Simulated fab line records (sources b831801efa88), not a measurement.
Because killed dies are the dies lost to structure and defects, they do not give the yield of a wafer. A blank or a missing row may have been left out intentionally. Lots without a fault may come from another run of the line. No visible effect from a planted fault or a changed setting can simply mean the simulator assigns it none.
fab line records ; flow sky130
record: lots: 5; wafers: 15; last-day: 48
route steps=708 shown CONTACT@416 METAL1@434
lots untouched by any fault: they come from a run of this same line in which no faults occurred
start-h: start of the lot's first displayed wafer, in hours after the record's first day ; wait-h: time in hours since the lot's previous step ; " the same as in the row above ; L1.1+2: one row covering several wafers at once ; - no value, or no start was given ; * or withheld: withheld ; < > ~ a bound
route shown NAME@n: names a module that has steps shown in the file, with the first one's number in the route ; usual: mean and standard deviation over wafers with no fault ; same: alike in all rows ; chamber/n: place in a boat ; sites: the reading at each site ; _std_site: standard deviation of those values ; _edge_site: the outer-site mean with the inner-site mean subtracted ; radius-mm: for every site, how far away it sits from the centre of the wafer ; mask NAME#n: copy n ; behind: the tool/chamber that last shaped the wafer ; hold: why the lot was held/for how many hours/how that ended ; device: names the non-switching transistor (n, p or np) ; end of line: tests of these same wafers at the route's end ; a step without rows: its recipe alone ; killed: at the first sort, the dies lost to defects and structure; wafer yield is something else ; map: a wafer's dies, marking killed ones x, the rest . and places with no die _
set.NAME: the run value of the setting; set.NAME@STEP: its run value at that earlier step ; model.NAME: the simulator's own value behind a step, which no gauge read
lots at some steps of the route; a table a step, a row a wafer
services: from which hour (start-h, from the record's first day; less than 0 if before it) a tool's chamber was out of use, for how many hours, and why
== steps ==
step: SKY_CONTACT_SOFTBAKE_10
recipe: temp-c: 100; time-s: 90; resist: KrF-thick
lot.wafer;tool;chamber;start-h;wait-h
L076.2+3+4;litho-track-01;0;-;-
L079.2+4+5;litho-track-04;0;-;-
L082.1+3+4;litho-track-01;0;-;-
L081.1+4+6;litho-track-03;0;-;-
L084.2+5+6;litho-track-03;0;-;-
step: SKY_CONTACT_EXPOSE_11
recipe: mask-id: CTM1; na: 0.8; source-shape: annular; sigma-inner: 0.55; sigma-outer: 0.85; target-cd-nm: 170; dose-mj: 38
usual: reticle-temp-C: 23.00/0.11
lot.wafer;tool;chamber;start-h;wait-h;mask;reticle-temp-C
L076.2;krf-scanner-02;0;-;-;CTM1#0;23.02
L076.3;krf-scanner-02;0;-;-;CTM1#0;23.13
L076.4;krf-scanner-02;0;-;-;CTM1#0;22.84
L079.2;krf-scanner-02;0;-;-;CTM1#0;22.99
L079.4;krf-scanner-02;0;-;-;CTM1#0;22.77
L079.5;krf-scanner-02;0;-;-;CTM1#0;22.99
L082.1;krf-scanner-01;0;-;-;CTM1#0;23.00
L082.3;krf-scanner-01;0;-;-;CTM1#0;23.06
L082.4;krf-scanner-01;0;-;-;CTM1#0;23.04
L081.1;krf-scanner-01;0;-;-;CTM1#0;22.98
L081.4;krf-scanner-01;0;-;-;CTM1#0;22.84
L081.6;krf-scanner-01;0;-;-;CTM1#0;22.83
L084.2;krf-scanner-02;0;-;-;CTM1#0;22.87
L084.5;krf-scanner-02;0;-;-;CTM1#0;23.14
L084.6;krf-scanner-02;0;-;-;CTM1#0;23.02
step: SKY_CONTACT_PEB_12
recipe: peb-temp-c: withheld; peb-time-s: withheld; resist: KrF-thick
lot.wafer;tool;chamber;start-h;wait-h
L076.2+3+4;litho-track-04;0;-;-
L079.2+4+5;litho-track-04;0;-;-
L082.1+3+4;litho-track-01;0;-;-
L081.1+4+6;litho-track-01;0;-;-
L084.2+5+6;litho-track-04;0;-;-
step: SKY_CONTACT_DEVELOP_13
recipe: develop-time-s: 60; resist: KrF-thick; dev-temp-c: 21
lot.wafer;tool;chamber;start-h;wait-h
L076.2+3+4;litho-track-04;0;-;-
L079.2+4+5;litho-track-04;0;-;-
L082.1+3+4;litho-track-01;0;-;-
L081.1+4+6;litho-track-01;0;-;-
L084.2+5+6;litho-track-04;0;-;-
step: SKY_CONTACT_CD_MEAS_14
recipe: target-cd-nm: 170
usual: cd-nm: 169.8/1.4
lot.wafer;tool;chamber;start-h;wait-h;cd-nm
L076.2;cd-sem-02;-;751.26;-;170.8
L076.3;cd-sem-02;-;751.26;-;168.7
L076.4;cd-sem-02;-;751.26;-;169.8
L079.2;cd-sem-02;-;799.41;-;170.8
L079.4;cd-sem-02;-;799.41;-;170.5
L079.5;cd-sem-02;-;799.41;-;169.9
L082.1;cd-sem-01;-;814.31;-;167.5
L082.3;cd-sem-01;-;814.31;-;169.5
L082.4;cd-sem-01;-;814.31;-;170.1
L081.1;cd-sem-02;-;816.76;-;170.3
L081.4;cd-sem-02;-;816.76;-;169.7
L081.6;cd-sem-02;-;816.76;-;169.2
L084.2;cd-sem-02;-;818.81;-;170.3
L084.5;cd-sem-02;-;818.81;-;171.8
L084.6;cd-sem-02;-;818.81;-;171.8
step: SKY_CONTACT_OVL_MEAS_15
usual: CONTACT_OVL: 0/4.7
lot.wafer;tool;chamber;start-h;wait-h;CONTACT_OVL[nm]
L076.2;overlay-01;-;751.37;0.1;-2
L076.3;overlay-01;-;751.37;0.1;1
L076.4;overlay-01;-;751.37;0.1;-7
L079.2;overlay-02;-;799.52;0.1;-10
L079.4;overlay-02;-;799.52;0.1;-1
L079.5;overlay-02;-;799.52;0.1;-14
L082.1;overlay-01;-;814.43;0.1;1
L082.3;overlay-01;-;814.43;0.1;0
L082.4;overlay-01;-;814.43;0.1;-6
L081.1;overlay-01;-;816.88;0.1;5
L081.4;overlay-01;-;816.88;0.1;8
L081.6;overlay-01;-;816.88;0.1;-1
L084.2;overlay-01;-;818.92;0.1;7
L084.5;overlay-01;-;818.92;0.1;-5
L084.6;overlay-01;-;818.92;0.1;0
step: SKY_CONTACT_ETCH_16
recipe: chemistry: N2/H2; target: BARC; ion-energy-ev: 200; source-w: 500; bias-w: 100; pressure-mtorr: 30; n2-flow-sccm: 100; h2-flow-sccm: 200; stop-on: SiO2; time-s: 45.9; target-depth-a: 600
usual: chamber-pressure-mTorr: 29.998/0.028; drypump-motor-current-A: 5.6/0.39; n2-flow-sccm: 100.0/0.31; oes-product-au: 0.854/0.0042; throttle-valve-pct: 13.225/0.0094
lot.wafer;tool;chamber;start-h;wait-h;chamber-pressure-mTorr;drypump-motor-current-A;n2-flow-sccm;oes-product-au;rf-hours-counter-h;throttle-valve-pct
L076.2;rie-diel-03;2;751.40;0.0;29.988;6.0;100.0;0.859;14;13.219
L076.3;rie-diel-03;3;751.40;0.0;29.972;6.2;99.8;0.854;24;13.256
L076.4;rie-diel-03;1;751.40;0.0;30.030;5.1;100.4;0.859;14;13.209
L079.2;rie-diel-01;3;799.55;0.0;30.030;5.8;100.1;0.846;15;13.213
L079.4;rie-diel-01;1;799.55;0.0;30.005;5.3;100.0;0.854;1;13.224
L079.5;rie-diel-01;1;799.55;0.0;29.994;5.3;100.4;0.843;-;13.249
L082.1;rie-diel-03;2;814.46;0.0;30.044;6.0;100.6;0.856;16;13.225
L082.3;rie-diel-03;0;814.46;0.0;29.964;5.2;99.4;0.842;11;13.224
L082.4;rie-diel-03;1;814.46;0.0;29.984;5.1;99.8;0.856;16;13.220
L081.1;rie-diel-03;1;816.91;0.0;29.955;5.1;99.9;0.854;16;13.221
L081.4;rie-diel-03;3;816.91;0.0;29.995;6.2;100.0;0.853;26;13.225
L081.6;rie-diel-03;3;816.91;0.0;29.987;6.2;100.5;0.856;-;13.227
L084.2;rie-diel-03;2;818.95;0.0;29.999;6.0;100.1;0.856;16;13.234
L084.5;rie-diel-03;2;818.95;0.0;30.018;6.0;99.9;0.858;-;13.214
L084.6;rie-diel-03;1;818.95;0.0;30.018;5.1;99.5;0.851;-;13.220
step: SKY_CONTACT_ETCH_17
recipe: target: SiO2; chemistry: C4F8/O2/Ar; stop-on: Si3N4; mask-material: KrF-thick; source-w: 1500; bias-w: 1223; pressure-mtorr: 40; c4f8-flow-sccm: withheld; O2_flow_sccm: 6; Ar_flow_sccm: 300; time-s: withheld; target-depth-a: 3400
usual: chamber-pressure-mTorr: 40.00/0.039; oes-product-au: 0.891/0.0049
lot.wafer;tool;chamber;start-h;wait-h;chamber-pressure-mTorr;oes-product-au
L076.2;rie-diel-03;2;751.44;0.0;40.00;0.899
L076.3;rie-diel-03;3;751.44;0.0;40.06;0.891
L076.4;rie-diel-03;1;751.44;0.0;40.05;0.894
L079.2;rie-diel-01;3;799.59;0.0;39.94;0.896
L079.4;rie-diel-01;1;799.59;0.0;40.01;0.888
L079.5;rie-diel-01;1;799.59;0.0;39.96;0.889
L082.1;rie-diel-03;2;814.50;0.0;39.99;0.895
L082.3;rie-diel-03;0;814.50;0.0;39.99;0.886
L082.4;rie-diel-03;1;814.50;0.0;40.00;0.896
L081.1;rie-diel-03;1;816.95;0.0;40.07;0.905
L081.4;rie-diel-03;3;816.95;0.0;39.96;0.893
L081.6;rie-diel-03;3;816.95;0.0;40.05;0.895
L084.2;rie-diel-03;2;818.99;0.0;39.98;0.884
L084.5;rie-diel-03;2;818.99;0.0;40.00;0.896
L084.6;rie-diel-03;1;818.99;0.0;40.04;0.890
step: SKY_CONTACT_ETCH_18
recipe: target: Si3N4; chemistry: CHF3/O2; stop-on: TiN; source-w: 600; bias-w: 200; pressure-mtorr: 40; chf3-flow-sccm: 50; O2_flow_sccm: 5; time-s: 39; target-depth-a: 750
usual: chamber-pressure-mTorr: 40.00/0.035; drypump-motor-current-A: 5.6/0.39; oes-product-au: 0.852/0.0078; throttle-valve-pct: 8.792/0.0092
lot.wafer;tool;chamber;start-h;wait-h;chamber-pressure-mTorr;drypump-motor-current-A;oes-product-au;rf-hours-counter-h;throttle-valve-pct
L076.2;rie-diel-03;2;-;-;39.95;6.0;0.833;14;8.780
L076.3;rie-diel-03;3;-;-;39.96;6.2;0.832;24;8.787
L076.4;rie-diel-03;1;-;-;39.97;5.1;0.844;14;8.786
L079.2;rie-diel-01;3;-;-;39.99;5.8;0.848;15;8.785
L079.4;rie-diel-01;1;-;-;40.00;5.3;0.853;2;8.795
L079.5;rie-diel-01;1;-;-;40.06;5.3;0.847;-;8.800
L082.1;rie-diel-03;2;-;-;40.04;6.0;0.856;16;8.790
L082.3;rie-diel-03;0;-;-;40.02;5.2;0.850;11;8.777
L082.4;rie-diel-03;1;-;-;40.03;5.1;0.848;16;8.788
L081.1;rie-diel-03;1;-;-;40.03;5.1;0.849;16;8.798
L081.4;rie-diel-03;3;-;-;40.00;6.2;0.851;26;8.781
L081.6;rie-diel-03;3;-;-;39.99;6.2;0.859;-;8.772
L084.2;rie-diel-03;2;-;-;39.97;6.0;0.857;16;8.797
L084.5;rie-diel-03;2;-;-;40.05;6.0;0.853;-;8.797
L084.6;rie-diel-03;1;-;-;39.95;5.1;0.847;-;8.784
step: SKY_CONTACT_STRIP_19
recipe: chemistry: O2/N2; power-w: 1400; pressure-mtorr: 1500; platen-temp-c: withheld; o2-flow-sccm: 3000; n2-flow-sccm: 300; overash-fraction: 0.5
usual: chamber-pressure-mTorr: 1500.0/1.3; drypump-motor-current-A: 5.69/0.29; n2-flow-sccm: 300.1/0.84; oes-product-au: 0.381/0.0047; strip-time-to-endpoint-s: 3.61/0.032
lot.wafer;tool;chamber;start-h;wait-h;chamber-pressure-mTorr;drypump-motor-current-A;n2-flow-sccm;oes-product-au;rf-hours-counter-h;strip-time-to-endpoint-s
L076.2;plasma-asher-04;1;751.53;-;1498.9;5.72;299.8;0.378;62;3.55
L076.3;plasma-asher-04;1;751.53;-;1501.0;5.71;300.1;0.380;-;3.58
L076.4;plasma-asher-04;0;751.53;-;1500.6;5.86;298.8;0.386;-;3.56
L079.2;plasma-asher-03;0;799.68;-;1500.4;5.81;300.3;0.388;37;3.65
L079.4;plasma-asher-03;0;799.68;-;1503.0;5.82;298.9;0.376;-;3.63
L079.5;plasma-asher-03;0;799.68;-;1499.4;5.82;299.2;0.390;-;3.64
L082.1;plasma-asher-04;0;814.59;-;1498.8;5.82;300.3;0.391;69;3.59
L082.3;plasma-asher-04;0;814.59;-;1497.5;5.83;300.4;0.382;-;3.64
L082.4;plasma-asher-04;1;814.59;-;1499.4;5.70;300.9;0.387;-;3.58
L081.1;plasma-asher-01;1;817.04;-;1500.6;5.48;300.8;0.382;7;3.61
L081.4;plasma-asher-01;0;817.04;-;1498.7;5.26;299.9;0.382;-;3.60
L081.6;plasma-asher-01;1;817.04;-;1499.3;5.47;299.6;0.378;-;3.65
L084.2;plasma-asher-01;1;819.08;-;1499.9;5.48;301.1;0.375;7;3.57
L084.5;plasma-asher-01;1;819.08;-;1499.3;5.46;299.3;0.377;-;3.57
L084.6;plasma-asher-01;0;819.08;-;1501.1;5.28;298.6;0.382;-;3.57
step: SKY_CONTACT_STRIP_20
recipe: chemistry: post-etch-residue-remover; time-s: 1200; temp-c: 72.5
lot.wafer;tool;chamber;start-h;wait-h
L076.2+3+4;wet-bench-03;3;751.63;0.1
L079.2+4+5;wet-bench-01;2;799.78;0.1
L082.1+3+4;wet-bench-04;2;814.69;0.1
L081.1+4+6;wet-bench-04;2;817.14;0.1
L084.2+5+6;wet-bench-03;1;819.18;0.1
step: SKY_CONTACT_CLEAN_21
recipe: chemistry: IPA; time-s: 180; temp-c: 25
lot.wafer;tool;chamber;start-h;wait-h
L076.2+3+4;wet-bench-03;2;751.97;0.0
L079.2+4+5;wet-bench-04;1;800.12;0.0
L082.1+3+4;wet-bench-03;0;815.04;0.0
L081.1+4+6;wet-bench-04;2;817.49;0.0
L084.2+5+6;wet-bench-01;1;819.52;0.0
step: SKY_CONTACT_CLEAN_22
recipe: chemistry: O3/DIW; dry: n2-spin
lot.wafer;tool;chamber;start-h;wait-h
L076.2+3+4;wet-bench-03;1;752.03;0.0
L079.2+4+5;wet-bench-03;1;800.19;0.0
L082.1+3+4;wet-bench-01;2;815.09;0.0
L081.1+4+6;wet-bench-04;1;817.54;0.0
L084.2+5+6;wet-bench-03;0;819.59;0.0
step: SKY_CONTACT_SPUTTER_23
recipe: material: TiN; target-thk-nm: 20; chamber-pressure-pa: 5; power-w: 4000; time-s: 80
usual: chamber-pressure-pa: 5.000/0.01; throttle-valve-pct: 29.9/0.72
lot.wafer;tool;chamber;start-h;wait-h;chamber-pressure-pa;throttle-valve-pct
L076.2;pvd-sputter-03;-;752.12;0.0;5.021;29.2
L076.3;pvd-sputter-03;-;752.12;0.0;5.009;30.6
L076.4;pvd-sputter-03;-;752.12;0.0;4.979;29.6
L079.2;pvd-sputter-01;-;800.28;0.0;4.997;28.0
L079.4;pvd-sputter-01;-;800.28;0.0;4.996;30.9
L079.5;pvd-sputter-01;-;800.28;0.0;5.004;27.8
L082.1;pvd-sputter-03;-;815.19;0.0;4.994;30.5
L082.3;pvd-sputter-03;-;815.19;0.0;5.002;29.1
L082.4;pvd-sputter-03;-;815.19;0.0;4.993;29.5
L081.1;pvd-sputter-03;-;817.64;0.0;5.000;29.5
L081.4;pvd-sputter-03;-;817.64;0.0;4.999;29.2
L081.6;pvd-sputter-03;-;817.64;0.0;5.001;30.3
L084.2;pvd-sputter-04;-;819.68;0.0;5.024;31.5
L084.5;pvd-sputter-04;-;819.68;0.0;4.999;30.0
L084.6;pvd-sputter-04;-;819.68;0.0;5.005;29.7
step: SKY_CONTACT_CVD_24
recipe: material: W; target-thk-nm: 340; time-s: 102.12; temp-c: 400; pressure-torr: 40
usual: heater-power-w: 873/55
lot.wafer;tool;chamber;start-h;wait-h;heater-power-w
L076.2;cvd-w-01;0;752.18;0.0;785
L076.3;cvd-w-01;1;752.18;0.0;917
L076.4;cvd-w-01;0;752.18;0.0;793
L079.2;cvd-w-02;1;800.34;0.0;909
L079.4;cvd-w-02;0;800.34;0.0;881
L079.5;cvd-w-02;0;800.34;0.0;864
L082.1;cvd-w-02;1;815.26;0.0;922
L082.3;cvd-w-02;0;815.26;0.0;896
L082.4;cvd-w-02;1;815.26;0.0;908
L081.1;cvd-w-02;0;817.70;0.0;886
L081.4;cvd-w-02;0;817.70;0.0;911
L081.6;cvd-w-02;0;817.70;0.0;857
L084.2;cvd-w-01;1;819.74;0.0;926
L084.5;cvd-w-01;0;819.74;0.0;786
L084.6;cvd-w-01;1;819.74;0.0;922
step: SKY_CONTACT_RS_MEAS_25
recipe: thk-meas-gauge: four-point-probe; reads: W_of_CONTACT_CVD_24+TiN_of_CONTACT_SPUTTER_23
usual: CONTACT_W_RS: 0.338/0.0038
lot.wafer;tool;chamber;start-h;wait-h;CONTACT_W_RS[ohm/sq]
L076.2;film-metro-03;-;752.31;0.1;0.345
L076.3;film-metro-03;-;752.31;0.1;0.339
L076.4;film-metro-03;-;752.31;0.1;0.347
L079.2;film-metro-03;-;800.47;0.1;0.333
L079.4;film-metro-03;-;800.47;0.1;0.336
L079.5;film-metro-03;-;800.47;0.1;0.333
L082.1;film-metro-02;-;815.37;0.1;0.339
L082.3;film-metro-02;-;815.37;0.1;0.335
L082.4;film-metro-02;-;815.37;0.1;0.332
L081.1;film-metro-04;-;817.81;0.1;0.337
L081.4;film-metro-04;-;817.81;0.1;0.341
L081.6;film-metro-04;-;817.81;0.1;0.338
L084.2;film-metro-03;-;819.87;0.1;0.332
L084.5;film-metro-03;-;819.87;0.1;0.336
L084.6;film-metro-03;-;819.87;0.1;0.333
step: SKY_CONTACT_THK_MEAS_26
recipe: thk-meas-gauge: xrf; reads: W_of_CONTACT_CVD_24
usual: CONTACT_W_THK: 336/4.7
lot.wafer;tool;chamber;start-h;wait-h;CONTACT_W_THK[nm]
L076.2;film-metro-03;-;752.42;0.1;326
L076.3;film-metro-03;-;752.42;0.1;331
L076.4;film-metro-03;-;752.42;0.1;324
L079.2;film-metro-03;-;800.58;0.1;342
L079.4;film-metro-03;-;800.58;0.1;338
L079.5;film-metro-03;-;800.58;0.1;344
L082.1;film-metro-02;-;815.49;0.1;333
L082.3;film-metro-02;-;815.49;0.1;338
L082.4;film-metro-02;-;815.49;0.1;338
L081.1;film-metro-04;-;817.93;0.1;335
L081.4;film-metro-04;-;817.93;0.1;332
L081.6;film-metro-04;-;817.93;0.1;334
L084.2;film-metro-03;-;819.98;0.1;342
L084.5;film-metro-03;-;819.98;0.1;338
L084.6;film-metro-03;-;819.98;0.1;340
step: SKY_CONTACT_CMP_27
recipe: stop-on: SiO2; t-overpolish-s: 15; down-force-psi: 3.5; platen-rpm: 60; target-thk-nm: 0; pad-velocity-m-s: 0.94248
usual: motor-current-A: 11.0/1.4; overpolish-run-s: 15.001/0.0087; time-to-endpoint-s: 80/4.7
lot.wafer;tool;chamber;start-h;wait-h;motor-current-A;overpolish-run-s;time-to-endpoint-s
L076.3;cmp-01;1;752.47;0.0;9.8;15.004;80
L076.4;cmp-01;2;752.47;0.0;13.5;14.997;81
L076.2;cmp-01;0;752.47;0.0;9.8;14.994;77
L079.4;cmp-02;3;800.73;0.1;11.9;15.009;84
L079.2;cmp-02;0;800.73;0.1;9.8;14.999;74
L079.5;cmp-02;2;800.73;0.1;10.6;15.005;87
L082.4;cmp-02;0;815.55;0.0;9.9;15.010;77
L082.1;cmp-02;1;815.55;0.0;9.3;15.007;75
L082.3;cmp-02;3;815.55;0.0;11.7;15.002;84
L081.4;cmp-02;2;817.99;0.0;10.9;14.998;85
L081.1;cmp-02;3;817.99;0.0;11.3;15.007;82
L081.6;cmp-02;3;817.99;0.0;11.4;14.986;85
L084.2;cmp-01;3;820.13;0.1;12.2;15.000;87
L084.5;cmp-01;1;820.13;0.1;9.9;15.006;77
L084.6;cmp-01;2;820.13;0.1;13.5;15.002;80
step: SKY_METAL1_SPUTTER_00
recipe: material: Ti; target-thk-nm: 15; power-w: 3000; time-s: 10; chamber-pressure-pa: 0.4
usual: chamber-pressure-pa: 0.4000/0.00081; throttle-valve-pct: 29.9/0.91
lot.wafer;tool;chamber;start-h;wait-h;chamber-pressure-pa;throttle-valve-pct
L076.2;pvd-sputter-04;-;752.77;0.1;0.4005;31.8
L076.3;pvd-sputter-04;-;752.77;0.1;0.4003;29.8
L076.4;pvd-sputter-04;-;752.77;0.1;0.3994;29.7
L079.2;pvd-sputter-02;-;800.93;0.1;0.4007;31.0
L079.4;pvd-sputter-02;-;800.93;0.1;0.4000;30.0
L079.5;pvd-sputter-02;-;800.93;0.1;0.4001;28.9
L082.1;pvd-sputter-01;-;815.85;0.2;0.3995;28.9
L082.3;pvd-sputter-01;-;815.85;0.2;0.4008;30.8
L082.4;pvd-sputter-01;-;815.85;0.2;0.4001;30.4
L081.1;pvd-sputter-04;-;818.29;0.2;0.3998;30.3
L081.4;pvd-sputter-04;-;818.29;0.2;0.3986;31.7
L081.6;pvd-sputter-04;-;818.29;0.2;0.3998;31.6
L084.2;pvd-sputter-01;-;820.33;0.1;0.4001;28.2
L084.5;pvd-sputter-01;-;820.33;0.1;0.3998;30.4
L084.6;pvd-sputter-01;-;820.33;0.1;0.4005;28.3
step: SKY_METAL1_SPUTTER_01
recipe: material: TiN; target-thk-nm: 20; power-w: 6500; time-s: 16.7; chamber-pressure-pa: 0.4
usual: chamber-pressure-pa: 0.4000/0.00079; throttle-valve-pct: 30.0/0.91
lot.wafer;tool;chamber;start-h;wait-h;chamber-pressure-pa;throttle-valve-pct
L076.2;pvd-sputter-04;-;752.79;0.0;0.3995;31.5
L076.3;pvd-sputter-04;-;752.79;0.0;0.4006;30.0
L076.4;pvd-sputter-04;-;752.79;0.0;0.4008;30.1
L079.2;pvd-sputter-02;-;800.95;0.0;0.4000;31.2
L079.4;pvd-sputter-02;-;800.95;0.0;0.4004;30.0
L079.5;pvd-sputter-02;-;800.95;0.0;0.3996;28.5
L082.1;pvd-sputter-01;-;815.87;0.0;0.4008;29.1
L082.3;pvd-sputter-01;-;815.87;0.0;0.4013;31.0
L082.4;pvd-sputter-01;-;815.87;0.0;0.3998;30.6
L081.1;pvd-sputter-04;-;818.31;0.0;0.4001;30.1
L081.4;pvd-sputter-04;-;818.31;0.0;0.4005;31.5
L081.6;pvd-sputter-04;-;818.31;0.0;0.4001;31.6
L084.2;pvd-sputter-01;-;820.35;0.0;0.4000;28.4
L084.5;pvd-sputter-01;-;820.35;0.0;0.4000;30.3
L084.6;pvd-sputter-01;-;820.35;0.0;0.3992;27.9
step: SKY_METAL1_SPUTTER_02
recipe: material: AlCu; target-thk-nm: 250; power-w: 10600; time-s: 13.3; chamber-pressure-pa: 0.4
usual: chamber-pressure-pa: 0.4001/0.00077; throttle-valve-pct: 29.9/0.88
lot.wafer;tool;chamber;start-h;wait-h;chamber-pressure-pa;throttle-valve-pct
L076.2;pvd-sputter-04;-;752.82;0.0;0.3999;31.6
L076.3;pvd-sputter-04;-;752.82;0.0;0.4005;30.4
L076.4;pvd-sputter-04;-;752.82;0.0;0.3997;29.9
L079.2;pvd-sputter-02;-;800.98;0.0;0.4009;31.1
L079.4;pvd-sputter-02;-;800.98;0.0;0.3995;29.9
L079.5;pvd-sputter-02;-;800.98;0.0;0.4025;28.7
L082.1;pvd-sputter-01;-;815.89;0.0;0.3994;29.2
L082.3;pvd-sputter-01;-;815.89;0.0;0.4000;30.6
L082.4;pvd-sputter-01;-;815.89;0.0;0.3989;30.2
L081.1;pvd-sputter-04;-;818.34;0.0;0.4001;30.2
L081.4;pvd-sputter-04;-;818.34;0.0;0.3992;31.3
L081.6;pvd-sputter-04;-;818.34;0.0;0.3993;31.6
L084.2;pvd-sputter-01;-;820.38;0.0;0.3995;28.1
L084.5;pvd-sputter-01;-;820.38;0.0;0.4002;30.4
L084.6;pvd-sputter-01;-;820.38;0.0;0.4007;28.2
step: SKY_METAL1_SPUTTER_03
recipe: material: Ti; target-thk-nm: 5; power-w: 3000; time-s: 3.3; chamber-pressure-pa: 0.4
usual: chamber-pressure-pa: 0.3999/0.00075; throttle-valve-pct: 29.9/0.9
lot.wafer;tool;chamber;start-h;wait-h;chamber-pressure-pa;throttle-valve-pct
L076.2;pvd-sputter-04;-;752.84;0.0;0.3999;31.3
L076.3;pvd-sputter-04;-;752.84;0.0;0.3998;30.3
L076.4;pvd-sputter-04;-;752.84;0.0;0.3989;30.1
L079.2;pvd-sputter-02;-;801.00;0.0;0.3997;30.8
L079.4;pvd-sputter-02;-;801.00;0.0;0.3995;29.8
L079.5;pvd-sputter-02;-;801.00;0.0;0.3999;28.7
L082.1;pvd-sputter-01;-;815.92;0.0;0.4002;29.0
L082.3;pvd-sputter-01;-;815.92;0.0;0.4011;30.7
L082.4;pvd-sputter-01;-;815.92;0.0;0.3994;30.2
L081.1;pvd-sputter-04;-;818.36;0.0;0.4004;29.8
L081.4;pvd-sputter-04;-;818.36;0.0;0.4000;31.7
L081.6;pvd-sputter-04;-;818.36;0.0;0.4006;31.6
L084.2;pvd-sputter-01;-;820.40;0.0;0.3989;28.2
L084.5;pvd-sputter-01;-;820.40;0.0;0.4000;30.5
L084.6;pvd-sputter-01;-;820.40;0.0;0.3990;28.0
== services ==
tool;chamber;start-h;hours;kind
wet-bench-01;-;714.41;4.4;pm
rie-diel-01;1;720.01;-;clean
rie-diel-01;1;720.01;17.4;scheduled-down
rie-diel-01;3;720.52;4.3;repair
krf-scanner-02;-;722.01;1.3;pm
cmp-02;-;723.26;3.2;repair
plasma-asher-01;-;732.02;1.7;repair
plasma-asher-01;-;733.75;9.0;pm
cmp-01;-;734.78;4.2;pm
cmp-01;-;744.34;4.0;pm
cmp-02;-;752.22;2.7;pm
pvd-sputter-01;-;757.68;1.0;repair
cmp-02;-;758.24;0.6;repair
plasma-asher-01;-;758.94;2.8;repair
krf-scanner-01;-;766.19;1.3;pm
cmp-01;-;773.65;0.3;repair
cmp-01;-;775.41;0.7;repair
cmp-02;-;775.45;1.4;repair
plasma-asher-01;-;782.19;2.0;repair
rie-diel-03;0;792.47;9.0;repair
krf-scanner-02;-;796.94;0.4;repair
pvd-sputter-03;-;799.77;1.2;repair
litho-track-01;-;806.12;-;consumable-replace:filter
krf-scanner-01;-;817.31;1.0;pm
== key ==
fault none
